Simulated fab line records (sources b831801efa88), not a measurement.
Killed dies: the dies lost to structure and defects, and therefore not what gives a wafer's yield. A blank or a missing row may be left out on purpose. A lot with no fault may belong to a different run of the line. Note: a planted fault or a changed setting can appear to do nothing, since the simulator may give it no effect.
fab line records	flow sky130
record: lots: 6	wafers: 18	last-day: 49
route steps=708 shown SONOS_TUNNEL@160 SONOS_ONO@168 GATE_OXIDE@187 PAD_OPEN@708
lots untouched by any fault: they come from a run of this same line in which no faults occurred
start-h: start of the lot's first displayed wafer, in hours after the record's first day	wait-h: hours elapsed since this lot's preceding step	" same as the row above	L1.1+2: one row covering several wafers at once	- no value, or no start given	* or withheld: withheld	< > ~ a bound
route shown NAME@n: NAME is a module with steps in the file, n the number in the route of the first one	usual: mean/standard deviation taken from wafers without a fault	same: alike in all rows	chamber/n: place in a boat	sites: the reading at each site	_std_site: standard deviation of those values	_edge_site: mean of outer sites minus mean of inner sites	radius-mm: how far each site lies from the wafer's centre	mask NAME#n: copy n	behind: the last tool/chamber to shape the wafer	hold: what put the lot on hold/how long, in hours/how the hold closed	device: the transistor (n, p or np) that didn't switch	end of line: the tests these same wafers got at the end of their route	for a step that has no rows: nothing shown but its recipe	killed: not the wafer's yield, but the dies lost to structure and defects at the first sort	map: dies across one wafer; x = killed, . = not, _ = none there
set.NAME: the setting that was run; set.NAME@STEP: the one run at that earlier step	model.NAME: the simulator's own value behind a step, which no gauge read
lots at selected steps of the route; one table per step, one row per wafer
services: when a tool's chamber went out of use (start-h, in hours from the record's first day, below 0 if earlier), for how many hours, and the reason
== steps ==
step: SKY_SONOS_TUNNEL_DEVELOP_06
recipe: resist: NOVOLAK	developer: TMAH	develop-time-s: 60	dev-temp-c: 23
step: SKY_SONOS_TUNNEL_CD_MEAS_07
recipe: target-cd-nm: 410
usual: cd-nm: 410.7/2.5
lot.wafer	tool	chamber	start-h	wait-h	cd-nm
L435.2	cd-sem-01	-	256.79	0.1	411.6
L435.3	"	-	"	"	410.2
L435.5	"	-	"	"	411.7
L436.2	cd-sem-02	-	268.59	0.1	410.2
L436.5	"	-	"	"	407.0
L436.6	"	-	"	"	408.8
L437.3	cd-sem-02	-	274.36	0.1	410.1
L437.4	"	-	"	"	414.0
L437.6	"	-	"	"	411.6
L444.1	cd-sem-01	-	325.67	0.1	411.9
L444.3	"	-	"	"	411.4
L444.6	"	-	"	"	411.9
L449.3	cd-sem-02	-	374.21	0.1	409.4
L449.4	"	-	"	"	406.8
L449.5	"	-	"	"	410.5
L450.1	cd-sem-01	-	380.47	0.1	415.0
L450.4	"	-	"	"	412.7
L450.5	"	-	"	"	411.0
step: SKY_SONOS_TUNNEL_OVL_MEAS_08
usual: SONOS_TUNNEL_OVL: 0.4/1.3
lot.wafer	tool	chamber	start-h	wait-h	SONOS_TUNNEL_OVL[nm]
L435.2	overlay-01	-	256.90	0.1	1.5
L435.3	"	-	"	"	2.3
L435.5	"	-	"	"	0.2
L436.2	overlay-01	-	268.69	0.1	0.1
L436.5	"	-	"	"	-0.3
L436.6	"	-	"	"	1.8
L437.3	overlay-02	-	274.45	0.1	-0.7
L437.4	"	-	"	"	1.5
L437.6	"	-	"	"	1.8
L444.1	overlay-01	-	325.79	0.1	1.2
L444.3	"	-	"	"	-0.8
L444.6	"	-	"	"	0.4
L449.3	overlay-02	-	374.30	0.1	0.2
L449.4	"	-	"	"	-0.3
L449.5	"	-	"	"	1.4
L450.1	overlay-02	-	380.59	0.1	1.8
L450.4	"	-	"	"	0.1
L450.5	"	-	"	"	0.7
step: SKY_SONOS_TUNNEL_IMPLANT_09
recipe: species: B	energy-kev: 20.29	dose-cm2: 1e+12	tilt-deg: withheld
step: SKY_SONOS_TUNNEL_WET_ETCH_10
recipe: chemistry: dHF	target-depth-nm: 14	target: SiO2	dilution: 100:1	temp-c: 25	time-s: 280
step: SKY_SONOS_TUNNEL_STRIP_11
recipe: chemistry: SPM	time-s: 600	temp-c: 130
step: SKY_SONOS_TUNNEL_TW_MEAS_12
usual: SONOS_TUNNEL_TW: 198.7/1.3
lot.wafer	tool	chamber	start-h	wait-h	SONOS_TUNNEL_TW
L435.2	film-metro-01	-	257.36	0.0	197.9
L435.3	"	-	"	"	198.0
L435.5	"	-	"	"	197.9
L436.2	film-metro-03	-	269.15	0.0	197.2
L436.5	"	-	"	"	196.7
L436.6	"	-	"	"	197.4
L437.3	film-metro-01	-	274.91	0.0	196.8
L437.4	"	-	"	"	196.8
L437.6	"	-	"	"	195.6
L444.1	film-metro-01	-	326.42	0.0	200.0
L444.3	"	-	"	"	199.3
L444.6	"	-	"	"	198.6
L449.3	film-metro-03	-	374.83	0.0	197.4
L449.4	"	-	"	"	198.3
L449.5	"	-	"	"	198.0
L450.1	film-metro-01	-	381.04	0.0	199.0
L450.4	"	-	"	"	200.4
L450.5	"	-	"	"	199.2
step: SKY_SONOS_TUNNEL_CLEAN_13
recipe: chemistry: dHF	time-s: 20	dilution: 100:1	dry: ipa-marangoni
step: SKY_SONOS_ONO_OXIDATION_00
recipe: temp-c: 800	ambient: O2	idle-temp-c: 700	ramp-up-c-per-min: 10	ramp-down-c-per-min: 3	stabilise-s: 600	purge-s: 300	target-thk-a: 26	ox-time-s: 1249
step: SKY_SONOS_ONO_THK_MEAS_01
recipe: reads: SiO2_of_SONOS_ONO_OXIDATION_00
usual: SONOS_ONO_OXIDATION_THK: 2.62/0.067
lot.wafer	tool	chamber	start-h	wait-h	SONOS_ONO_OXIDATION_THK[nm]
L435.2	film-metro-04	-	259.29	0.0	2.65
L435.3	"	-	"	"	2.62
L435.5	"	-	"	"	2.62
L436.2	film-metro-02	-	271.54	0.0	2.80
L436.5	"	-	"	"	2.76
L436.6	"	-	"	"	2.72
L437.3	film-metro-02	-	277.24	0.0	2.66
L437.4	"	-	"	"	2.61
L437.6	"	-	"	"	2.65
L444.1	film-metro-04	-	330.63	0.0	2.60
L444.3	"	-	"	"	2.54
L444.6	"	-	"	"	2.56
L449.3	film-metro-03	-	376.25	0.0	2.66
L449.4	"	-	"	"	2.66
L449.5	"	-	"	"	2.62
L450.1	film-metro-02	-	384.26	0.0	2.59
L450.4	"	-	"	"	2.58
L450.5	"	-	"	"	2.57
step: SKY_SONOS_ONO_CVD_02
recipe: material: Si3N4	precursor: DCS/NH3	target-thk-nm: 10.5	temp-c: 770	time-s: 180	pressure-mtorr: 250
step: SKY_SONOS_ONO_THK_MEAS_03
recipe: reads: Si3N4_of_SONOS_ONO_CVD_02
usual: SONOS_ONO_CVD_02_THK: 10.57/0.13
lot.wafer	tool	chamber	start-h	wait-h	SONOS_ONO_CVD_02_THK[nm]
L435.2	film-metro-04	-	261.23	0.0	10.80
L435.3	"	-	"	"	10.70
L435.5	"	-	"	"	10.63
L436.2	film-metro-02	-	272.65	0.0	10.48
L436.5	"	-	"	"	10.40
L436.6	"	-	"	"	10.53
L437.3	film-metro-03	-	279.31	0.0	10.83
L437.4	"	-	"	"	10.78
L437.6	"	-	"	"	10.71
L444.1	film-metro-02	-	332.51	0.0	10.60
L444.3	"	-	"	"	10.59
L444.6	"	-	"	"	10.62
L449.3	film-metro-04	-	377.36	0.0	10.33
L449.4	"	-	"	"	10.34
L449.5	"	-	"	"	10.39
L450.1	film-metro-03	-	385.81	0.0	10.45
L450.4	"	-	"	"	10.56
L450.5	"	-	"	"	10.45
step: SKY_SONOS_ONO_CVD_04
recipe: material: SiO2	precursor: SiH4/N2O	target-thk-nm: 5.7199	temp-c: 900	pressure-mtorr: 400
usual: spike-tc-bottom-C: 916.4/1.1	spike-tc-centre-C: 899.0/1.8	spike-tc-lower-C: 899.8/1.4	spike-tc-top-C: 914.2/1.2	spike-tc-upper-C: 899.9/1.6	susceptor-temp-C: 900.0/0.38	zone-power-top-pct: 38/5.1
lot.wafer	tool	chamber	start-h	wait-h	spike-tc-bottom-C	spike-tc-centre-C	spike-tc-lower-C	spike-tc-top-C	spike-tc-upper-C	susceptor-temp-C	zone-power-top-pct	model.SiO2_of_SONOS_ONO_CVD_04.thk-nm
L435.2	lpcvd-03	0	261.28	0.0	916.3	897.1	898.7	914.9	900.7	900.4	42	5.644
L435.3	"	0	"	"	916.3	896.2	900.6	915.2	901.7	899.6	41	5.652
L435.5	"	0	"	"	917.0	898.2	898.5	915.3	899.9	899.6	41	5.655
L436.2	lpcvd-03	1	272.70	0.0	918.7	901.4	903.3	913.4	898.4	900.2	30	5.704
L436.5	"	1	"	"	917.6	901.4	899.5	912.8	897.3	899.7	30	5.794
L436.6	"	1	"	"	917.7	900.6	900.9	913.6	896.8	900.3	30	5.726
L437.3	lpcvd-03	0	279.35	0.0	917.3	898.6	901.4	915.0	902.2	900.2	41	5.862
L437.4	"	0	"	"	915.6	898.2	898.4	915.8	902.8	900.1	41	5.92
L437.6	"	0	"	"	916.7	899.3	898.6	916.4	901.5	900.3	41	5.929
L444.1	lpcvd-03	0	332.57	0.1	918.0	897.7	899.7	914.6	900.8	899.7	42	5.776
L444.3	"	0	"	"	914.9	897.7	897.9	914.9	900.6	899.6	42	5.756
L444.6	"	0	"	"	917.6	897.9	900.0	913.3	900.8	899.6	41	5.802
L449.3	lpcvd-03	0	377.40	0.0	922.2	905.6	902.9	920.2	905.9	906.3	41	6.337
L449.4	"	0	"	"	921.9	903.6	906.4	921.2	906.1	906.3	43	6.38
L449.5	"	0	"	"	921.5	902.4	907.4	919.7	905.6	906.1	42	6.297
L450.1	lpcvd-03	1	385.87	0.1	923.9	907.3	906.4	919.3	905.8	905.6	30	6.387
L450.4	"	1	"	"	923.3	907.4	907.2	919.5	904.9	905.7	30	6.369
L450.5	"	1	"	"	923.9	906.7	908.7	919.1	905.0	905.9	31	6.399
step: SKY_SONOS_ONO_THK_MEAS_05
recipe: reads: SiO2_of_SONOS_ONO_CVD_04
usual: SONOS_ONO_CVD_04_THK: 5.75/0.12
lot.wafer	tool	chamber	start-h	wait-h	SONOS_ONO_CVD_04_THK[nm]
L435.2	film-metro-02	-	262.54	0.0	5.62
L435.3	"	-	"	"	5.61
L435.5	"	-	"	"	5.72
L436.2	film-metro-02	-	273.96	0.0	5.75
L436.5	"	-	"	"	5.76
L436.6	"	-	"	"	5.74
L437.3	film-metro-02	-	280.62	0.0	5.82
L437.4	"	-	"	"	5.93
L437.6	"	-	"	"	5.91
L444.1	film-metro-03	-	333.82	0.0	5.82
L444.3	"	-	"	"	5.75
L444.6	"	-	"	"	5.80
L449.3	film-metro-02	-	378.67	0.0	6.30
L449.4	"	-	"	"	6.36
L449.5	"	-	"	"	6.32
L450.1	film-metro-03	-	387.12	0.0	6.35
L450.4	"	-	"	"	6.34
L450.5	"	-	"	"	6.39
step: SKY_SONOS_ONO_DEHYDRATE_06
recipe: temp-c: 200	time-s: 60
step: SKY_SONOS_ONO_HMDS_07
recipe: prime-time-s: 60	prime-temp-c: 120
step: SKY_SONOS_ONO_COAT_08
recipe: resist: NOVOLAK	spin-rpm: 3000	resist-thk-nm: 1140
step: SKY_SONOS_ONO_SOFTBAKE_09
recipe: temp-c: 90	time-s: 60	resist: NOVOLAK
step: SKY_SONOS_ONO_EXPOSE_10
recipe: mask-id: ONOM	target-cd-nm: 410	na: 0.6	source-shape: conventional	sigma-outer: 0.6	dose-mj: 150
step: SKY_SONOS_ONO_PEB_11
recipe: temp-c: withheld	time-s: *	resist: NOVOLAK
step: SKY_SONOS_ONO_DEVELOP_12
recipe: develop-time-s: 60	dev-temp-c: 23
step: SKY_SONOS_ONO_CD_MEAS_13
recipe: target-cd-nm: 410
usual: cd-nm: 408.8/2.9
lot.wafer	tool	chamber	start-h	wait-h	cd-nm
L435.2	cd-sem-01	-	287.22	0.1	406.3
L435.3	"	-	"	"	409.2
L435.5	"	-	"	"	407.0
L436.2	cd-sem-02	-	299.49	0.1	410.7
L436.5	"	-	"	"	409.8
L436.6	"	-	"	"	409.0
L437.3	cd-sem-01	-	306.46	0.1	413.9
L437.4	"	-	"	"	413.9
L437.6	"	-	"	"	413.8
L444.1	cd-sem-02	-	360.55	0.1	413.8
L444.3	"	-	"	"	412.3
L444.6	"	-	"	"	412.6
L449.3	cd-sem-02	-	407.59	0.1	408.9
L449.4	"	-	"	"	410.3
L449.5	"	-	"	"	408.7
L450.1	cd-sem-02	-	415.85	0.1	408.9
L450.4	"	-	"	"	411.7
L450.5	"	-	"	"	412.8
step: SKY_SONOS_ONO_OVL_MEAS_14
usual: SONOS_ONO_OVL: -0.5/1.2
lot.wafer	tool	chamber	start-h	wait-h	SONOS_ONO_OVL[nm]
L435.2	overlay-01	-	287.32	0.1	0.9
L435.3	"	-	"	"	-1.6
L435.5	"	-	"	"	-0.1
L436.2	overlay-02	-	299.59	0.1	-0.9
L436.5	"	-	"	"	0.7
L436.6	"	-	"	"	-0.5
L437.3	overlay-01	-	306.56	0.1	0.1
L437.4	"	-	"	"	0.0
L437.6	"	-	"	"	-1.4
L444.1	overlay-02	-	360.67	0.1	-0.2
L444.3	"	-	"	"	0.8
L444.6	"	-	"	"	-0.6
L449.3	overlay-02	-	407.68	0.1	-1.0
L449.4	"	-	"	"	-1.7
L449.5	"	-	"	"	-2.4
L450.1	overlay-01	-	415.97	0.1	-0.1
L450.4	"	-	"	"	0.4
L450.5	"	-	"	"	0.3
step: SKY_SONOS_ONO_ETCH_15
recipe: target-depth-nm: 19.52	chemistry: CHF3/O2	source-w: 600	bias-w: 200	pressure-mtorr: 40	chf3-flow-sccm: 50	O2_flow_sccm: 5	time-s: 7.8
usual: bias-w: 200.0/0.58	drypump-motor-current-A: 5.7/0.53	oes-product-au: 1.003/0.0097	rf-fwd-power-W: 588/3.2	throttle-valve-pct: 8.827/0.0094
lot.wafer	tool	chamber	start-h	wait-h	bias-w	drypump-motor-current-A	oes-product-au	rf-fwd-power-W	rf-hours-counter-h	throttle-valve-pct
L435.2	rie-diel-03	2	287.35	0.0	200.0	5.7	0.987	587	49	8.825
L435.3	"	1	"	"	199.9	6.1	1.001	585	5	8.844
L435.5	"	0	"	"	199.9	5.7	0.990	590	-	8.826
L436.2	rie-diel-02	2	299.62	0.0	199.5	5.7	0.996	587	107	8.841
L436.5	"	1	"	"	200.3	5.0	1.009	583	-	8.820
L436.6	"	2	"	"	199.7	5.7	1.000	586	-	8.823
L437.3	rie-diel-03	3	306.58	0.0	200.9	5.2	0.994	597	65	8.819
L437.4	"	0	"	"	199.2	5.7	0.990	591	3	8.823
L437.6	"	2	"	"	199.9	5.7	0.995	587	-	8.820
L444.1	rie-diel-02	1	360.70	0.0	200.4	5.0	1.005	585	5	8.841
L444.3	"	2	"	"	199.4	5.7	0.989	589	108	8.835
L444.6	"	1	"	"	200.5	5.0	1.004	586	-	8.819
L449.3	rie-diel-02	0	407.71	0.0	200.1	6.3	1.023	590	90	8.839
L449.4	"	1	"	"	199.8	5.0	1.008	585	-	8.818
L449.5	"	3	"	"	200.4	5.4	0.999	589	-	8.821
L450.1	rie-diel-01	2	416.01	0.0	199.3	6.7	1.005	589	9	8.830
L450.4	"	2	"	"	199.4	6.7	1.006	593	-	8.834
L450.5	"	1	"	"	200.4	5.1	0.990	590	-	8.832
step: SKY_SONOS_ONO_WET_ETCH_16
recipe: chemistry: dHF	target-depth-nm: 14	dry: n2-spin	target: SiO2	dilution: 100:1	temp-c: 25	time-s: 280
step: SKY_SONOS_ONO_STRIP_17
recipe: chemistry: O2/N2	power-w: 1400	pressure-mtorr: 1500	platen-temp-c: withheld	o2-flow-sccm: 3000	n2-flow-sccm: 300	overash-fraction: 0.5
usual: drypump-motor-current-A: 5.5/0.49	oes-product-au: 0.710/0.0049	strip-time-to-endpoint-s: 14.11/0.037
lot.wafer	tool	chamber	start-h	wait-h	drypump-motor-current-A	oes-product-au	rf-hours-counter-h	strip-time-to-endpoint-s
L435.2	plasma-asher-02	1	287.46	0.0	5.5	0.706	57	14.05
L435.3	"	0	"	"	5.0	0.709	-	14.08
L435.5	"	1	"	"	5.5	0.706	-	14.02
L436.2	plasma-asher-03	1	299.73	0.0	5.9	0.714	62	14.05
L436.5	"	0	"	"	6.0	0.705	-	14.12
L436.6	"	1	"	"	5.9	0.707	-	14.11
L437.3	plasma-asher-02	1	306.72	0.0	5.6	0.708	-	14.10
L437.4	"	0	"	"	5.0	0.710	-	14.11
L437.6	"	1	"	"	5.5	0.709	-	14.15
L444.1	plasma-asher-01	1	360.81	0.0	6.1	0.710	54	14.12
L444.3	"	0	"	"	4.9	0.717	-	14.17
L444.6	"	1	"	"	6.1	0.705	-	14.09
L449.3	plasma-asher-03	1	407.86	0.0	5.9	0.708	-	14.03
L449.4	"	0	"	"	6.0	0.715	-	14.02
L449.5	"	1	"	"	5.9	0.720	-	14.09
L450.1	plasma-asher-02	1	416.11	0.0	5.5	0.704	70	14.14
L450.4	"	1	"	"	5.5	0.709	-	14.09
L450.5	"	1	"	"	5.5	0.720	-	14.07
step: SKY_SONOS_ONO_WET_ETCH_18
recipe: chemistry: H3PO4	target-depth-nm: 15	target: Si3N4	temp-c: 160	time-s: 172
step: SKY_GATE_OXIDE_CLEAN_00
recipe: chemistry: SC1/SC2	mix: 1:4:20	temp-c: 70	time-s: 150	dry: n2-spin
step: SKY_GATE_OXIDE_OXIDATION_01
recipe: temp-c: 900	ambient: O2	stabilise-s: 600	purge-s: 300	target-thk-a: 102.68	ox-time-s: 1473
step: SKY_GATE_OXIDE_THK_MEAS_02
recipe: reads: SiO2_of_GATE_OXIDE_OXIDATION_01
usual: GATE_OXIDE_OXIDATION_00_THK: 10.37/0.21
lot.wafer	tool	chamber	start-h	wait-h	GATE_OXIDE_OXIDATION_00_THK[nm]
L435.2	film-metro-01	-	289.83	0.0	10.35
L435.3	"	-	"	"	10.30
L435.5	"	-	"	"	10.24
L436.2	film-metro-03	-	302.22	0.0	10.53
L436.5	"	-	"	"	10.47
L436.6	"	-	"	"	10.50
L437.3	film-metro-01	-	308.32	0.0	10.39
L437.4	"	-	"	"	10.27
L437.6	"	-	"	"	10.54
L444.1	film-metro-01	-	363.04	0.0	10.37
L444.3	"	-	"	"	10.49
L444.6	"	-	"	"	10.44
L449.3	film-metro-01	-	410.37	0.0	10.58
L449.4	"	-	"	"	10.36
L449.5	"	-	"	"	10.49
L450.1	film-metro-03	-	418.63	0.0	10.30
L450.4	"	-	"	"	10.33
L450.5	"	-	"	"	10.29
step: SKY_GATE_OXIDE_DEHYDRATE_03
recipe: temp-c: 200	time-s: 60
step: SKY_GATE_OXIDE_HMDS_04
recipe: prime-time-s: 60	prime-temp-c: 120
step: SKY_GATE_OXIDE_COAT_05
recipe: resist: NOVOLAK	spin-rpm: 3000	resist-thk-nm: 1140
step: SKY_GATE_OXIDE_SOFTBAKE_06
recipe: temp-c: 90	time-s: 60	resist: NOVOLAK
step: SKY_GATE_OXIDE_EXPOSE_07
recipe: mask-id: LVOM	na: 0.6	source-shape: conventional	sigma-outer: 0.6	polarization: unpolarized	target-cd-nm: 600	dose-mj: 170
step: SKY_GATE_OXIDE_PEB_08
recipe: temp-c: withheld	time-s: *	resist: NOVOLAK
step: SKY_GATE_OXIDE_DEVELOP_09
recipe: resist: NOVOLAK	developer: TMAH	develop-time-s: 60	dev-temp-c: 23
step: SKY_GATE_OXIDE_OVL_MEAS_10
usual: GATE_OXIDE_OVL: -0.1/1.5
lot.wafer	tool	chamber	start-h	wait-h	GATE_OXIDE_OVL[nm]
L435.2	overlay-01	-	315.55	0.1	-0.8
L435.3	"	-	"	"	-1.2
L435.5	"	-	"	"	-0.3
L436.2	overlay-02	-	328.85	0.1	0.5
L436.5	"	-	"	"	1.8
L436.6	"	-	"	"	2.0
L437.3	overlay-01	-	334.46	0.1	0.2
L437.4	"	-	"	"	-1.9
L437.6	"	-	"	"	-0.3
L444.1	overlay-01	-	391.85	0.1	-0.1
L444.3	"	-	"	"	-0.5
L444.6	"	-	"	"	0.0
L449.3	overlay-02	-	440.23	0.1	-1.8
L449.4	"	-	"	"	-2.4
L449.5	"	-	"	"	-0.4
L450.1	overlay-02	-	449.10	0.1	-0.3
L450.4	"	-	"	"	-2.4
L450.5	"	-	"	"	-0.1
step: SKY_GATE_OXIDE_IMPLANT_11
recipe: species: B	energy-kev: 10	dose-cm2: 2.636e+12	tilt-deg: withheld
step: SKY_GATE_OXIDE_WET_ETCH_12
recipe: chemistry: dHF	target-depth-nm: 16.8	dry: n2-spin	target: SiO2	dilution: 100:1	temp-c: 25	time-s: 336
step: SKY_GATE_OXIDE_STRIP_13
recipe: chemistry: O2/N2	power-w: 1400	pressure-mtorr: 1500	platen-temp-c: withheld	o2-flow-sccm: 3000	n2-flow-sccm: 300	overash-fraction: 0.5
usual: drypump-motor-current-A: 5.4/0.53	oes-product-au: 0.716/0.0042	strip-time-to-endpoint-s: 14.19/0.042
lot.wafer	tool	chamber	start-h	wait-h	drypump-motor-current-A	oes-product-au	rf-hours-counter-h	strip-time-to-endpoint-s
L435.2	plasma-asher-04	1	315.83	0.0	5.3	0.720	19	14.20
L435.3	"	0	"	"	6.6	0.718	-	14.15
L435.5	"	0	"	"	6.6	0.713	-	14.14
L436.2	plasma-asher-02	1	329.14	0.0	5.5	0.714	61	14.19
L436.5	"	1	"	"	5.5	0.724	-	14.15
L436.6	"	0	"	"	4.9	0.725	-	14.22
L437.3	plasma-asher-04	1	334.78	0.0	5.3	0.712	-	14.12
L437.4	"	0	"	"	6.6	0.715	-	14.15
L437.6	"	1	"	"	5.3	0.709	-	14.17
L444.1	plasma-asher-02	1	392.14	0.0	5.5	0.720	67	14.10
L444.3	"	0	"	"	4.9	0.718	-	14.14
L444.6	"	1	"	"	5.5	0.718	-	14.18
L449.3	plasma-asher-02	1	440.54	0.0	5.5	0.719	-	14.19
L449.4	"	0	"	"	5.0	0.713	-	14.18
L449.5	"	1	"	"	5.5	0.718	-	14.19
L450.1	plasma-asher-04	1	449.49	0.0	5.3	0.715	33	14.13
L450.4	"	0	"	"	6.6	0.721	-	14.19
L450.5	"	1	"	"	5.3	0.721	-	14.09
step: SKY_GATE_OXIDE_TW_MEAS_14
usual: GATE_OXIDE_TW: 224.9/1.8
lot.wafer	tool	chamber	start-h	wait-h	GATE_OXIDE_TW
L435.2	film-metro-01	-	315.94	0.1	226.6
L435.3	"	-	"	"	226.8
L435.5	"	-	"	"	225.9
L436.2	film-metro-03	-	329.25	0.1	225.6
L436.5	"	-	"	"	226.2
L436.6	"	-	"	"	225.3
L437.3	film-metro-02	-	334.87	0.1	222.2
L437.4	"	-	"	"	222.8
L437.6	"	-	"	"	221.7
L444.1	film-metro-02	-	392.24	0.1	224.0
L444.3	"	-	"	"	222.0
L444.6	"	-	"	"	222.8
L449.3	film-metro-03	-	440.63	0.1	224.5
L449.4	"	-	"	"	225.1
L449.5	"	-	"	"	224.0
L450.1	film-metro-02	-	449.59	0.1	222.9
L450.4	"	-	"	"	223.4
L450.5	"	-	"	"	222.4
step: SKY_GATE_OXIDE_CLEAN_15
recipe: chemistry: SC1/SC2	mix: 1:4:20	temp-c: 70	time-s: 150	dry: n2-spin
lot.wafer	tool	chamber	start-h	wait-h	model.SiO2_of_SONOS_ONO_CVD_04.thk-nm
L435.2	wet-bench-01	2	315.99	0.0	4.117
L435.3	"	2	"	"	4.125
L435.5	"	2	"	"	4.13
L436.2	wet-bench-03	2	329.30	0.0	4.182
L436.5	"	2	"	"	4.269
L436.6	"	2	"	"	4.204
L437.3	wet-bench-03	2	334.91	0.0	4.347
L437.4	"	2	"	"	4.403
L437.6	"	2	"	"	4.413
L444.1	wet-bench-01	1	392.30	0.1	4.261
L444.3	"	1	"	"	4.244
L444.6	"	1	"	"	4.285
L449.3	wet-bench-01	2	440.67	0.0	4.813
L449.4	"	2	"	"	4.854
L449.5	"	2	"	"	4.772
L450.1	wet-bench-03	2	449.65	0.1	4.884
L450.4	"	2	"	"	4.867
L450.5	"	2	"	"	4.889
step: SKY_PAD_OPEN_PROBE_99
lot.wafer	tool	chamber	start-h	wait-h	model.etest.sonos-erased.drive-ua-um	model.etest.sonos-uncharged.r-on-ohm-um	model.etest.cap-ono.gate-log10-a-cm2	model.etest.cap-ono.gate-bv-v	model.etest.cap-ono.tox-acc-nm	model.etest.sonos-programmed.vt-v	model.etest.sonos-erased.vt-v	model.etest.sonos-baked.vt-v
L435.3	prober-02	-	1085.84	0.2	191.2	802.3	-8	16.72	12.94	1.42	-2.28	1
L436.6	prober-01	-	1090.83	0.2	162.9	813.7	-8.136	16.61	13.05	1.407	-2.181	0.9282
L444.6	prober-01	-	1133.94	0.2	203.6	821.3	-8.1	16.49	13.03	1.347	-2.267	0.8853
L449.3	prober-02	-	1168.93	0.2	148.7	837	-8.779	17.22	13.51	1.11	-1.982	0.692
L449.4	prober-02	-	1168.98	0.2	170.2	822.9	-8.808	17.34	13.58	1.112	-2.001	0.7023
L449.5	prober-02	-	1169.03	0.2	138.3	814.5	-8.556	16.85	13.42	1.145	-2.012	0.745
L450.1	prober-01	-	1171.53	0.1	127.8	836.2	-8.746	17.14	13.54	1.114	-1.942	0.6991
L450.4	prober-01	-	1171.68	0.2	151.7	836.2	-8.815	17.22	13.6	1.083	-1.961	0.7219
L450.5	prober-01	-	1171.73	0.2	171.6	836.3	-8.91	17.19	13.59	1.067	-1.97	0.6889
killed by level:class
L435.3 VIA1:geometric-particle:open=12 CONTACT:geometric-particle:open=8 LI_CONTACT:geometric-particle:open=7 FIELD_ISO:geometric-particle:short=6 METAL1:geometric-particle:short=6 POLY_GATE:geometric-particle:short=6 VIA3:geometric-particle:open=6 FIELD_ISO:geometric-particle:open=5
L436.6 VIA1:geometric-particle:open=10 FIELD_ISO:geometric-particle:open=7 CONTACT:geometric-particle:open=6 LI_CONTACT:geometric-particle:open=6 METAL1:geometric-particle:short=6 VIA3:geometric-particle:open=6 VIA2:geometric-particle:open=4 FIELD_ISO:geometric-particle:short=3
L444.6 VIA1:geometric-particle:open=14 CONTACT:geometric-particle:open=11 VIA2:geometric-particle:short=6 METAL2:geometric-particle:short=6 VIA2:geometric-particle:open=6 VIA3:geometric-particle:open=6 FIELD_ISO:geometric-particle:open=5 LOCAL_INTERCONNECT:geometric-particle:short=5
L450.1 CONTACT:geometric-particle:open=7 LI_CONTACT:geometric-particle:open=7 VIA3:geometric-particle:open=6 METAL2:geometric-particle:short=6 METAL1:geometric-particle:short=5 VIA1:geometric-particle:open=5 FIELD_ISO:geometric-particle:open=4 METAL4:geometric-particle:short=4
L450.4 VIA2:geometric-particle:open=11 VIA1:geometric-particle:open=9 CONTACT:geometric-particle:open=7 METAL1:geometric-particle:short=6 VIA3:geometric-particle:open=5 POLY_GATE:geometric-particle:short=4 LI_CONTACT:geometric-particle:open=4 LOCAL_INTERCONNECT:geometric-particle:short=4
L450.5 VIA1:geometric-particle:open=7 VIA3:geometric-particle:open=7 VIA1:geometric-particle:short=6 VIA2:geometric-particle:open=6 LOCAL_INTERCONNECT:geometric-particle:short=6 METAL2:geometric-particle:short=5 POLY_GATE:geometric-particle:short=4 POLY_GATE:geometric-particle:open=4
== services ==
tool	chamber	start-h	hours	kind
rie-diel-02	1	249.66	1.6	repair
rie-diel-01	-	285.52	0.3	repair
rie-diel-03	1	294.45	10.8	repair
plasma-asher-03	-	338.23	4.0	repair
rie-diel-02	0	339.60	7.6	repair
rie-diel-01	-	351.23	14.6	pm
rie-diel-02	-	354.53	0.7	repair
wet-bench-01	-	356.06	2.9	repair
rie-diel-01	0	365.83	-	clean
rie-diel-01	0	365.83	19.2	scheduled-down
rie-diel-02	3	384.89	6.0	repair
plasma-asher-03	-	386.30	14.6	pm
rie-diel-01	-	393.56	1.1	repair
rie-diel-02	2	403.69	-	clean
rie-diel-02	2	403.69	21.4	scheduled-down
rie-diel-02	2	403.69	21.4	vent-cycle
rie-diel-01	3	406.64	9.7	repair
rie-diel-03	1	416.14	5.0	repair
plasma-asher-02	-	416.88	3.7	repair
plasma-asher-02	-	421.25	9.0	pm
plasma-asher-02	0	421.25	9.0	vent-cycle
plasma-asher-02	1	421.25	9.0	vent-cycle
plasma-asher-02	0	430.25	-	clean
plasma-asher-02	1	430.25	-	clean
== key ==
first-sign: step: SKY_SONOS_ONO_CVD_04	reading: susceptor-temp-C	direction: up	sigmas: 16	usual: *	struck: *
effect: step: SKY_SONOS_ONO_CVD_04	reading: spike-tc-bottom-C	direction: up	sigmas: 5.9	usual: 916.4	struck: 922.8
effect: step: SKY_SONOS_ONO_THK_MEAS_05	reading: SONOS_ONO_CVD_04_THK	direction: up	sigmas: 4.9	usual: 5.75	struck: 6.34
model-effect: step: SKY_SONOS_ONO_CVD_04	value: SiO2_of_SONOS_ONO_CVD_04.thk-nm	without: 5.811	struck: 6.361
model-effect: step: SKY_GATE_OXIDE_CLEAN_15	value: SiO2_of_SONOS_ONO_CVD_04.thk-nm	without: 4.296	struck: 4.847
model-effect: step: SKY_PAD_OPEN_PROBE_99	value: etest.sonos-erased.drive-ua-um	without: 182.4	struck: 151.4
met-at SKY_SONOS_ONO_CVD_04
struck-wafers L449.3,L449.4,L449.5,L450.1,L450.4,L450.5
sort-left-out L449.3,L449.4,L449.5
tester-left-out L449,L450
onset-between 332.57 377.40
fault: kind: process-parameter-drift	tool: lpcvd-03	chamber: -	onset-h: 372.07	steps: SKY_SONOS_ONO_CVD_04	channel: temp-c	offset: *	shape: step	end-h: 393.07	stated: *
tester-left-out: of these lots the tester's yield and bins aren't shown, on N5 and GAA mostly nor the transistor test; their killed dies are dies lost to structure and defects alone, not to doping, threshold or leakage, so they don't give the yield
sort-left-out: the simulated sort isn't trusted on such a fault, so these wafers' sort isn't shown, and their yield isn't known
